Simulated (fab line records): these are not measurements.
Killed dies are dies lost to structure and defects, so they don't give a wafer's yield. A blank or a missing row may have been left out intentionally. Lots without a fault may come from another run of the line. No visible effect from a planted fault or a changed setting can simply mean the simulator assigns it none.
Chamber matching -- flow gf180mcu -- 3 sister chambers for GF_V3_CVD_00 on hdpcvd-02
The step deposits SiO2, target thk 600 nm, time 100 s. 3 wafers are shown with their chamber, then 8 later ones without.

== EACH WAFER AND ITS CHAMBER ==
wafer,chamber,sih4 flow sccm (sccm)
L124.2,1,60.24
L124.3,0,59.91
L125.2,2,59.93

== WAFERS MISSING THEIR CHAMBER ==
wafer,sih4 flow sccm (sccm)
L125.5,60.03
L125.6,59.91
L129.3,60.14
L129.5,59.78
L129.6,59.89
L130.1,60.32
L130.2,59.95
L130.4,60.23

== WHICH CHAMBER EACH ONE RAN IN ==
wafer,from the rows above,in truth
L125.5,can't be placed: 2 or 0 or 1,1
L125.6,can't be placed: 0 or 2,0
L129.3,can't be placed: 1 or 2 or 0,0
L129.5,can't be placed: 0 or 2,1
L129.6,can't be placed: 0 or 2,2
L130.1,1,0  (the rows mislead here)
L130.2,can't be placed: 2 or 0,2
L130.4,1,1
Correctly placed: 1 of 8. From these rows, 6 cannot be placed; in 5 the true chamber is one of the candidates. Placed wrongly: 1.
How it was worked out, from the rows above alone: a wafer's distance from a chamber is the root of the sum, over the readings, of the square of ((its reading less the chamber's mean) divided by the reading's scatter). If the next closest chamber is less than 2 further off than the closest, the wafer can't be placed; otherwise it belongs to the closest. Each chamber's mean is taken over the wafers shown for it. The scatter: with one shown wafer a chamber, the root of the mean of the squares of how far each hidden wafer lies from its nearest shown one.
